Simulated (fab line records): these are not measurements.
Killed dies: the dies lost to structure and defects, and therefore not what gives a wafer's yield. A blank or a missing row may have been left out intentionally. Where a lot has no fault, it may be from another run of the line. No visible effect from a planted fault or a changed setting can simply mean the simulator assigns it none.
fab line records    flow gf180mcu    part 1 of 2: steps 1 to 25 of 34
[record] lots = 5  wafers = 15  lastDay = 34
route steps=602 shown M2@381 V2@382 M3@409
lots untouched by any fault: they come from a run of this same line in which no faults occurred
startH: hours from the record's opening day to when the first of the lot's shown wafers began    waitH: time in hours since the lot's previous step    " unchanged from the row above    L1.1+2: a single row standing in for several wafers    - no value, or no start was given    * or withheld: withheld    < > ~ a bound
route shown NAME@n: a module of which the file shows steps, and the number in the route of the first    usual: mean and standard deviation over wafers with no fault    same: alike in all rows    chamber/n: place in a boat    sites: per-site readings    _std_site: the values' standard deviation    _edge_site: the outer-site mean with the inner-site mean subtracted    radiusMm: for every site, how far away it sits from the centre of the wafer    mask NAME#n: copy n    behind: the last tool/chamber to shape the wafer    hold: what put the lot on hold/how long, in hours/how the hold closed    device: transistor that didn't switch, given as n, p or np    end of line: the route-end tests of the same wafers    step lacking rows: just its recipe    killed: not the wafer's yield, but the dies lost to structure and defects at the first sort    map: shows each die of a wafer: x if killed, . if not, _ if none is there
set.NAME: the setting that was run; set.NAME@STEP: the one run at that earlier step    model.NAME: the simulator's own value behind a step, which no gauge read
certain route steps with their lots: each step a table, each wafer a row
services: a tool's chamber out of use, with start hour (startH, from the record's first day; less than 0 if before it), hours out, and reason
[[steps]]
[step GF_M2_CLEAN_19]
[recipe] chemistry = DIW  dry = n2Spin
lot.wafer   tool         chamber  startH  waitH
L083.2+3+6  wetBench-02  3        524.39  0.0
L085.2+3+6  wetBench-02  0        542.33  0.0
L089.1+2+3  wetBench-04  2        567.82  0.0
L094.1+2+6  wetBench-04  1        608.39  0.0
L096.1+2+3  wetBench-04  1        618.67  0.0
[step GF_V2_CVD_00]
[recipe] material = SiO2  targetThkNm = 600  sigmaOpenFrac = 0.3  tempC = 400  timeS = 100  sih4FlowSccm = 60  pressureMtorr = 6
[usual] susceptorTempC = 399.98/0.21
[same] timeS = 100
lot.wafer  tool       chamber  startH  waitH  susceptorTempC
L083.2     hdpcvd-01  1        524.48  0.0    400.05
L083.3     "          2        "       "      399.92
L083.6     "          1        "       "      399.77
L085.2     hdpcvd-01  2        542.43  0.0    400.13
L085.3     "          1        "       "      400.01
L085.6     "          0        "       "      399.90
L089.1     hdpcvd-01  0        567.91  0.0    400.36
L089.2     "          2        "       "      399.79
L089.3     "          1        "       "      399.92
L094.1     hdpcvd-02  0        608.48  0.0    400.29
L094.2     "          1        "       "      399.86
L094.6     "          2        "       "      399.88
L096.1     hdpcvd-02  2        618.77  0.0    399.95
L096.2     "          1        "       "      399.68
L096.3     "          0        "       "      399.96
[step GF_V2_THK_MEAS_01]
[recipe] reads = SiO2_of_V2_CVD_00
[usual] V2_CVD_00_THK = 599/7.4
lot.wafer  tool          chamber  startH  waitH  V2_CVD_00_THK[nm]
L083.2     filmMetro-02  -        524.57  0.0    611
L083.3     "             -        "       "      614
L083.6     "             -        "       "      608
L085.2     filmMetro-04  -        542.51  0.0    605
L085.3     "             -        "       "      596
L085.6     "             -        "       "      589
L089.1     filmMetro-02  -        567.99  0.0    607
L089.2     "             -        "       "      614
L089.3     "             -        "       "      608
L094.1     filmMetro-04  -        608.55  0.0    585
L094.2     "             -        "       "      599
L094.6     "             -        "       "      589
L096.1     filmMetro-03  -        618.84  0.0    590
L096.2     "             -        "       "      606
L096.3     "             -        "       "      587
[step GF_V2_CVD_02]
[recipe] material = SiO2  targetThkNm = 850  precursor = TEOS  tempC = 400  timeS = 94.851  rfW = 600
[usual] heaterPowerW = 669/78  susceptorTempC = 400.01/0.2
[same] timeS = 94.851
lot.wafer  tool      chamber  startH  waitH  heaterPowerW  susceptorTempC
L083.2     pecvd-01  0        524.62  0.0    510           400.14
L083.3     "         2        "       "      725           399.97
L083.6     "         0        "       "      554           399.88
L085.2     pecvd-01  1        542.56  0.0    600           400.01
L085.3     "         0        "       "      590           399.63
L085.6     "         1        "       "      629           400.03
L089.1     pecvd-03  0        568.05  0.1    685           400.11
L089.2     "         2        "       "      684           400.03
L089.3     "         1        "       "      849           399.66
L094.1     pecvd-02  1        608.61  0.1    855           400.25
L094.2     "         2        "       "      761           400.10
L094.6     "         2        "       "      590           399.93
L096.1     pecvd-02  0        618.90  0.1    604           400.11
L096.2     "         1        "       "      713           399.94
L096.3     "         2        "       "      711           399.86
[step GF_V2_THK_MEAS_03]
[recipe] reads = SiO2_of_V2_CVD_02
[usual] V2_CVD_02_THK = 849/11
lot.wafer  tool          chamber  startH  waitH  V2_CVD_02_THK[nm]
L083.2     filmMetro-03  -        524.69  0.0    832
L083.3     "             -        "       "      852
L083.6     "             -        "       "      850
L085.2     filmMetro-04  -        542.64  0.0    841
L085.3     "             -        "       "      851
L085.6     "             -        "       "      849
L089.1     filmMetro-03  -        568.12  0.0    847
L089.2     "             -        "       "      853
L089.3     "             -        "       "      846
L094.1     filmMetro-03  -        608.68  0.0    850
L094.2     "             -        "       "      840
L094.6     "             -        "       "      850
L096.1     filmMetro-04  -        618.97  0.0    824
L096.2     "             -        "       "      836
L096.3     "             -        "       "      833
[step GF_V2_CMP_04]
[recipe] material = SiO2  downForcePsi = 4  platenRpm = 60  padVelocityMS = 0.94248
[usual] motorCurrentA = 12.1/0.77  slurryFlowMlMin = 150.0/0.48  timeToEndpointS = 83/5.7
lot.wafer  tool    chamber  startH  waitH  motorCurrentA  slurryFlowMlMin  timeToEndpointS
L083.2     cmp-01  3        524.79  0.1    12.4           150.7            74
L083.3     "       1        "       "      11.3           150.3            79
L083.6     "       3        "       "      13.3           150.0            80
L085.2     cmp-01  2        542.74  0.1    12.3           149.3            84
L085.3     "       3        "       "      12.1           149.3            84
L085.6     "       2        "       "      12.0           149.9            88
L089.1     cmp-01  2        568.18  0.1    12.1           148.8            90
L089.3     "       3        "       "      13.1           150.6            82
L089.2     "       1        "       "      11.9           149.6            90
L094.2     cmp-01  3        608.79  0.1    12.4           150.2            75
L094.1     "       1        "       "      11.6           149.8            80
L094.6     "       2        "       "      12.2           150.9            84
L096.1     cmp-01  1        619.11  0.1    11.2           149.6            68
L096.2     "       2        "       "      11.9           150.2            78
L096.3     "       0        "       "      11.8           150.4            74
[step GF_V2_BOW_MEAS_05]
[recipe] mode = bow
[usual] V2_BOW = 99/9
lot.wafer  tool          chamber  startH  waitH  V2_BOW[um]
L083.2     filmMetro-04  -        525.06  0.2    98
L083.3     "             -        "       "      107
L083.6     "             -        "       "      95
L085.2     filmMetro-04  -        543.01  0.2    82
L085.3     "             -        "       "      84
L085.6     "             -        "       "      99
L089.1     filmMetro-02  -        568.48  0.2    89
L089.2     "             -        "       "      90
L089.3     "             -        "       "      94
L094.1     filmMetro-04  -        609.04  0.1    109
L094.2     "             -        "       "      101
L094.6     "             -        "       "      101
L096.1     filmMetro-02  -        619.41  0.2    107
L096.2     "             -        "       "      94
L096.3     "             -        "       "      109
[step GF_V2_DEHYDRATE_06]
[recipe] tempC = 200  timeS = 60
[usual] exhaustPa = 45.1/0.94
[same] timeS = 60
lot.wafer  tool           chamber  startH  waitH  exhaustPa
L083.2     lithoTrack-01  0        536.55  11.5   45.6
L083.3     "              0        "       "      45.3
L083.6     "              0        "       "      44.7
L085.2     lithoTrack-01  0        553.35  10.3   45.1
L085.3     "              0        "       "      45.3
L085.6     "              0        "       "      46.1
L089.1     lithoTrack-04  0        578.47  10.0   44.5
L089.2     "              0        "       "      43.4
L089.3     "              0        "       "      45.0
L094.1     lithoTrack-03  0        618.46  9.4    44.6
L094.2     "              0        "       "      43.8
L094.6     "              0        "       "      43.6
L096.1     lithoTrack-01  0        628.88  9.4    45.5
L096.2     "              0        "       "      45.5
L096.3     "              0        "       "      45.3
[step GF_V2_HMDS_07]
[recipe] primeTimeS = 60  primeTempC = 120
[usual] exhaustPa = 45.0/0.98
lot.wafer  tool           chamber  startH  waitH  exhaustPa
L083.2     lithoTrack-01  0        536.70  0.1    44.2
L083.3     "              0        "       "      45.6
L083.6     "              0        "       "      45.9
L085.2     lithoTrack-01  0        553.50  0.1    44.4
L085.3     "              0        "       "      45.5
L085.6     "              0        "       "      43.4
L089.1     lithoTrack-04  0        578.62  0.1    44.7
L089.2     "              0        "       "      44.7
L089.3     "              0        "       "      43.6
L094.1     lithoTrack-03  0        618.61  0.1    46.3
L094.2     "              0        "       "      45.8
L094.6     "              0        "       "      45.9
L096.1     lithoTrack-01  0        629.03  0.1    44.5
L096.2     "              0        "       "      46.1
L096.3     "              0        "       "      46.2
[step GF_V2_COAT_08]
[recipe] resist = BARC  tempC = withheld  timeS = withheld  spinRpm = withheld  resistThkNm = withheld
[usual] exhaustPa = 45.0/0.85
lot.wafer  tool           chamber  startH  waitH  exhaustPa
L083.2     lithoTrack-01  0        536.85  0.1    46.0
L083.3     "              0        "       "      45.8
L083.6     "              0        "       "      45.7
L085.2     lithoTrack-01  0        553.65  0.1    45.9
L085.3     "              0        "       "      44.5
L085.6     "              0        "       "      44.1
L089.1     lithoTrack-04  0        578.77  0.1    45.3
L089.2     "              0        "       "      45.2
L089.3     "              0        "       "      45.9
L094.1     lithoTrack-03  0        618.76  0.1    44.3
L094.2     "              0        "       "      45.1
L094.6     "              0        "       "      44.6
L096.1     lithoTrack-01  0        629.18  0.1    44.7
L096.2     "              0        "       "      44.0
L096.3     "              0        "       "      46.0
[step GF_V2_COAT_09]
[recipe] resist = KrF  spinRpm = withheld  resistThkNm = 1000
[usual] exhaustPa = 45.0/0.86
lot.wafer  tool           chamber  startH  waitH  exhaustPa
L083.2     lithoTrack-01  0        -       -      46.1
L083.3     "              0        "       "      46.3
L083.6     "              0        "       "      45.6
L085.2     lithoTrack-01  0        -       -      44.7
L085.3     "              0        "       "      44.8
L085.6     "              0        "       "      45.1
L089.1     lithoTrack-04  0        -       -      45.1
L089.2     "              0        "       "      45.7
L089.3     "              0        "       "      44.8
L094.1     lithoTrack-03  0        -       -      44.4
L094.2     "              0        "       "      43.8
L094.6     "              0        "       "      44.4
L096.1     lithoTrack-01  0        -       -      46.1
L096.2     "              0        "       "      45.3
L096.3     "              0        "       "      43.4
[step GF_V2_SOFTBAKE_10]
[recipe] tempC = 130  timeS = 60  resist = KrF
[usual] exhaustPa = 45.0/0.99
[same] timeS = 60
lot.wafer  tool           chamber  startH  waitH  exhaustPa
L083.2     lithoTrack-01  0        -       -      47.3
L083.3     "              0        "       "      44.6
L083.6     "              0        "       "      44.6
L085.2     lithoTrack-01  0        -       -      47.6
L085.3     "              0        "       "      46.5
L085.6     "              0        "       "      46.3
L089.1     lithoTrack-04  0        -       -      44.8
L089.2     "              0        "       "      45.1
L089.3     "              0        "       "      43.6
L094.1     lithoTrack-03  0        -       -      45.1
L094.2     "              0        "       "      45.0
L094.6     "              0        "       "      44.4
L096.1     lithoTrack-01  0        -       -      43.7
L096.2     "              0        "       "      45.5
L096.3     "              0        "       "      44.8
[step GF_V2_EXPOSE_11]
[recipe] maskId = Via2  targetCdNm = 260  na = 0.68  sourceShape = conventional  sigmaOuter = 0.6  doseMj = 38
[usual] focusOffsetNm = 0.0/0.53
lot.wafer  tool           chamber  startH  waitH  mask    focusOffsetNm
L083.2     krfScanner-01  0        -       -      Via2#0  0.4
L083.3     "              0        "       "      Via2#0  0.1
L083.6     "              0        "       "      Via2#0  0.2
L085.2     krfScanner-01  0        -       -      Via2#0  1.1
L085.3     "              0        "       "      Via2#0  1.2
L085.6     "              0        "       "      Via2#0  1.2
L089.1     krfScanner-01  0        -       -      Via2#0  -0.4
L089.2     "              0        "       "      Via2#0  0.4
L089.3     "              0        "       "      Via2#0  0.2
L094.1     krfScanner-01  0        -       -      Via2#0  -0.3
L094.2     "              0        "       "      Via2#0  -0.2
L094.6     "              0        "       "      Via2#0  0.3
L096.1     krfScanner-01  0        -       -      Via2#0  0.2
L096.2     "              0        "       "      Via2#0  0.3
L096.3     "              0        "       "      Via2#0  0.4
[step GF_V2_PEB_12]
[recipe] pebTempC = 135  pebTimeS = 90  resist = KrF
[usual] exhaustPa = 45.3/0.8
lot.wafer  tool           chamber  startH  waitH  exhaustPa
L083.2     lithoTrack-04  0        -       -      46.3
L083.3     "              0        "       "      46.2
L083.6     "              0        "       "      45.8
L085.2     lithoTrack-03  0        -       -      46.4
L085.3     "              0        "       "      45.3
L085.6     "              0        "       "      45.7
L089.1     lithoTrack-03  0        -       -      46.1
L089.2     "              0        "       "      44.1
L089.3     "              0        "       "      44.7
L094.1     lithoTrack-01  0        -       -      45.3
L094.2     "              0        "       "      44.9
L094.6     "              0        "       "      44.6
L096.1     lithoTrack-01  0        -       -      44.9
L096.2     "              0        "       "      44.9
L096.3     "              0        "       "      45.0
[step GF_V2_DEVELOP_13]
[recipe] developTimeS = 60  resist = KrF  devTempC = 21
[usual] developerTempC = 21.01/0.11  exhaustPa = 44.9/0.98
lot.wafer  tool           chamber  startH  waitH  developerTempC  exhaustPa
L083.2     lithoTrack-04  0        547.80  0.2    20.97           46.9
L083.3     "              0        "       "      20.98           45.9
L083.6     "              0        "       "      21.14           46.9
L085.2     lithoTrack-03  0        565.04  0.2    20.87           45.2
L085.3     "              0        "       "      20.74           44.8
L085.6     "              0        "       "      20.72           44.9
L089.1     lithoTrack-03  0        589.96  0.2    20.83           46.3
L089.2     "              0        "       "      20.98           45.7
L089.3     "              0        "       "      20.95           45.0
L094.1     lithoTrack-01  0        628.73  0.2    21.05           44.3
L094.2     "              0        "       "      20.96           46.4
L094.6     "              0        "       "      21.08           46.2
L096.1     lithoTrack-01  0        639.18  0.2    21.09           44.7
L096.2     "              0        "       "      21.12           44.7
L096.3     "              0        "       "      21.21           45.2
[step GF_V2_CD_MEAS_14]
[recipe] targetCdNm = 260
[usual] cdNm = 259.7/1.4
lot.wafer  tool      chamber  startH  waitH  cdNm
L083.2     cdSem-01  -        547.95  0.1    258.8
L083.3     "         -        "       "      258.9
L083.6     "         -        "       "      258.1
L085.2     cdSem-01  -        565.18  0.1    258.6
L085.3     "         -        "       "      258.8
L085.6     "         -        "       "      259.2
L089.1     cdSem-02  -        590.11  0.1    258.5
L089.2     "         -        "       "      258.5
L089.3     "         -        "       "      258.6
L094.1     cdSem-01  -        628.88  0.1    259.0
L094.2     "         -        "       "      259.3
L094.6     "         -        "       "      258.1
L096.1     cdSem-01  -        639.33  0.1    262.8
L096.2     "         -        "       "      261.2
L096.3     "         -        "       "      261.5
[step GF_V2_OVL_MEAS_15]
[usual] V2_OVL = 1/6
lot.wafer  tool        chamber  startH  waitH  V2_OVL[nm]
L083.2     overlay-02  -        548.05  0.1    1
L083.3     "           -        "       "      3
L083.6     "           -        "       "      -1
L085.2     overlay-01  -        565.29  0.1    1
L085.3     "           -        "       "      2
L085.6     "           -        "       "      -5
L089.1     overlay-01  -        590.23  0.1    -1
L089.2     "           -        "       "      0
L089.3     "           -        "       "      8
L094.1     overlay-01  -        629.00  0.1    10
L094.2     "           -        "       "      8
L094.6     "           -        "       "      11
L096.1     overlay-02  -        639.45  0.1    15
L096.2     "           -        "       "      17
L096.3     "           -        "       "      6
[step GF_V2_ETCH_16]
[recipe] chemistry = N2/H2  targetDepthA = withheld  overetchA = withheld  timeS = withheld  target = BARC  ionEnergyEv = 200  sourceW = 500  biasW = 100  pressureMtorr = 30  n2FlowSccm = 100  h2FlowSccm = 200
[usual] drypumpMotorCurrentA = 5.95/0.23  h2FlowSccm = 200.0/0.63  oesProductAu = 0.855/0.0047  throttleValvePct = 13.226/0.0092
lot.wafer  tool        chamber  startH  waitH  drypumpMotorCurrentA  h2FlowSccm  oesProductAu  throttleValvePct
L083.2     rieDiel-02  2        548.08  0.0    6.16                  199.2       0.855         13.224
L083.3     "           1        "       "      6.11                  200.9       0.856         13.232
L083.6     "           0        "       "      6.00                  199.0       0.847         13.226
L085.2     rieDiel-02  2        565.32  0.0    6.17                  199.6       0.855         13.213
L085.3     "           1        "       "      6.07                  201.1       0.853         13.224
L085.6     "           3        "       "      5.85                  199.6       0.853         13.223
L089.1     rieDiel-02  1        590.27  0.0    6.12                  200.3       0.849         13.231
L089.2     "           2        "       "      6.14                  199.7       0.852         13.210
L089.3     "           3        "       "      5.93                  200.8       0.859         13.228
L094.1     rieDiel-02  1        629.03  0.0    6.15                  199.6       0.855         13.219
L094.2     "           0        "       "      6.05                  199.8       0.860         13.219
L094.6     "           0        "       "      6.02                  198.9       0.858         13.213
L096.1     rieDiel-01  3        639.48  0.0    6.17                  200.4       0.861         13.219
L096.2     "           1        "       "      5.83                  200.8       0.841         13.240
L096.3     "           2        "       "      6.11                  199.9       0.856         13.227
[step GF_V2_ETCH_17]
[recipe] chemistry = C4F8/O2/Ar  maskMaterial = KrF  target = SiO2  stopOn = TiN  sourceW = 1500  biasW = 1200  pressureMtorr = 40  c4f8FlowSccm = withheld  O2_flow_sccm = 6  Ar_flow_sccm = 300  timeS = withheld  targetDepthA = 6300
[usual] oesProductAu = 0.855/0.0044
lot.wafer  tool        chamber  startH  waitH  oesProductAu
L083.2     rieDiel-02  2        -       -      0.854
L083.3     "           1        "       "      0.853
L083.6     "           0        "       "      0.860
L085.2     rieDiel-02  2        -       -      0.851
L085.3     "           1        "       "      0.861
L085.6     "           3        "       "      0.856
L089.1     rieDiel-02  1        -       -      0.859
L089.2     "           2        "       "      0.858
L089.3     "           3        "       "      0.854
L094.1     rieDiel-02  1        -       -      0.857
L094.2     "           0        "       "      0.855
L094.6     "           0        "       "      0.856
L096.1     rieDiel-01  3        -       -      0.861
L096.2     "           1        "       "      0.861
L096.3     "           2        "       "      0.854
[step GF_V2_STRIP_18]
[recipe] chemistry = O2/N2  powerW = 1400  pressureMtorr = 1500  platenTempC = 250  o2FlowSccm = 3000  n2FlowSccm = 300  overashFraction = 0.5
[usual] drypumpMotorCurrentA = 5.6/0.3  heaterPowerW = 341/41  oesProductAu = 0.593/0.0047  platenTempC = 250.01/0.19
lot.wafer  tool            chamber  startH  waitH  drypumpMotorCurrentA  heaterPowerW  oesProductAu  platenTempC  rfHoursCounterH
L083.2     plasmaAsher-04  0        548.21  -      6.0                   373           0.593         250.16       98
L083.3     "               1        "       "      5.3                   294           0.599         250.06       -
L083.6     "               1        "       "      5.3                   292           0.601         250.12       -
L085.2     plasmaAsher-04  1        565.45  -      5.3                   295           0.604         250.06       100
L085.3     "               1        "       "      5.3                   293           0.595         249.92       -
L085.6     "               0        "       "      6.1                   366           0.599         250.17       -
L089.1     plasmaAsher-04  1        590.40  -      5.3                   296           0.589         250.18       103
L089.2     "               0        "       "      6.0                   374           0.589         250.22       103
L089.3     "               1        "       "      5.3                   296           0.594         250.24       -
L094.1     plasmaAsher-01  1        629.16  -      5.2                   372           0.592         250.06       50
L094.2     "               0        "       "      5.5                   316           0.592         249.93       50
L094.6     "               1        "       "      5.2                   379           0.599         250.26       -
L096.1     plasmaAsher-04  0        639.61  -      6.0                   361           0.582         249.92       108
L096.2     "               1        "       "      5.3                   290           0.588         249.70       108
L096.3     "               0        "       "      6.0                   372           0.588         249.82       -
[step GF_V2_STRIP_19]
[recipe] chemistry = postEtchResidueRemover  timeS = 1200  tempC = 72.5
[usual] tempC = 72.50/0.13
[same] timeS = 1200
lot.wafer  tool         chamber  startH  waitH  tempC
L083.2     wetBench-01  1        548.31  0.1    72.45
L083.3     "            1        "       "      72.51
L083.6     "            1        "       "      72.49
L085.2     wetBench-02  0        565.55  0.1    72.56
L085.3     "            0        "       "      72.40
L085.6     "            0        "       "      72.56
L089.1     wetBench-01  3        590.50  0.1    72.39
L089.2     "            3        "       "      72.59
L089.3     "            3        "       "      72.42
L094.1     wetBench-03  3        629.26  0.1    72.62
L094.2     "            3        "       "      72.52
L094.6     "            3        "       "      72.43
L096.1     wetBench-02  3        639.71  0.1    72.56
L096.2     "            3        "       "      72.59
L096.3     "            3        "       "      72.48
[step GF_V2_CLEAN_20]
[recipe] chemistry = DIW  dry = n2Spin
lot.wafer   tool         chamber  startH  waitH
L083.2+3+6  wetBench-02  0        548.68  0.0
L085.2+3+6  wetBench-01  2        565.92  0.0
L089.1+2+3  wetBench-02  3        590.84  0.0
L094.1+2+6  wetBench-01  2        629.60  0.0
L096.1+2+3  wetBench-01  0        640.05  0.0
[step GF_V2_SPUTTER_21]
[recipe] material = Ti  targetThkNm = 15  chamberPressurePa = 5  powerW = 2500  substrateTempC = 200  timeS = 80.02
[usual] throttleValvePct = 30.8/1.2
[same] timeS = 80.02
lot.wafer  tool           chamber  startH  waitH  throttleValvePct
L083.2     pvdSputter-01  -        548.78  0.0    30.1
L083.3     "              -        "       "      30.7
L083.6     "              -        "       "      30.2
L085.2     pvdSputter-03  -        566.12  0.0    29.4
L085.3     "              -        "       "      32.2
L085.6     "              -        "       "      29.5
L089.1     pvdSputter-03  -        590.94  0.0    32.0
L089.2     "              -        "       "      32.2
L089.3     "              -        "       "      31.2
L094.1     pvdSputter-03  -        629.70  0.0    31.9
L094.2     "              -        "       "      30.9
L094.6     "              -        "       "      32.2
L096.1     pvdSputter-03  -        640.15  0.0    29.4
L096.2     "              -        "       "      32.1
L096.3     "              -        "       "      31.0
[step GF_V2_SPUTTER_22]
[recipe] material = TiN  targetThkNm = 10  chamberPressurePa = 5  powerW = 4000  timeS = 40
[usual] throttleValvePct = 30.8/1.2
[same] timeS = 40
lot.wafer  tool           chamber  startH  waitH  throttleValvePct
L083.2     pvdSputter-01  -        548.84  0.0    30.1
L083.3     "              -        "       "      30.8
L083.6     "              -        "       "      30.4
L085.2     pvdSputter-03  -        566.18  0.0    29.8
L085.3     "              -        "       "      32.2
L085.6     "              -        "       "      29.7
L089.1     pvdSputter-03  -        591.00  0.0    32.1
L089.2     "              -        "       "      32.1
L089.3     "              -        "       "      30.8
L094.1     pvdSputter-03  -        629.76  0.0    32.2
L094.2     "              -        "       "      31.1
L094.6     "              -        "       "      32.2
L096.1     pvdSputter-03  -        640.21  0.0    29.5
L096.2     "              -        "       "      32.0
L096.3     "              -        "       "      31.0
[step GF_V2_CVD_23]
[recipe] material = W  targetThkNm = 350  timeS = 104.94  tempC = 400  pressureTorr = 40
[usual] heaterPowerW = 919/64  susceptorTempC = 399.97/0.21
[same] timeS = 104.94
lot.wafer  tool     chamber  startH  waitH  heaterPowerW  susceptorTempC
L083.2     cvdW-01  0        548.88  0.0    953           400.07
L083.3     "        0        "       "      949           399.88
L083.6     "        1        "       "      809           399.87
L085.2     cvdW-01  0        566.22  0.0    981           399.76
L085.3     "        1        "       "      809           400.24
L085.6     "        0        "       "      947           399.68
L089.1     cvdW-01  1        591.04  0.0    809           399.99
L089.2     "        0        "       "      953           399.63
L089.3     "        0        "       "      986           399.94
L094.1     cvdW-02  0        629.80  0.0    1001          399.87
L094.2     "        1        "       "      931           399.70
L094.6     "        1        "       "      929           399.77
L096.1     cvdW-02  1        640.25  0.0    914           400.23
L096.2     "        0        "       "      978           399.96
L096.3     "        0        "       "      962           399.93
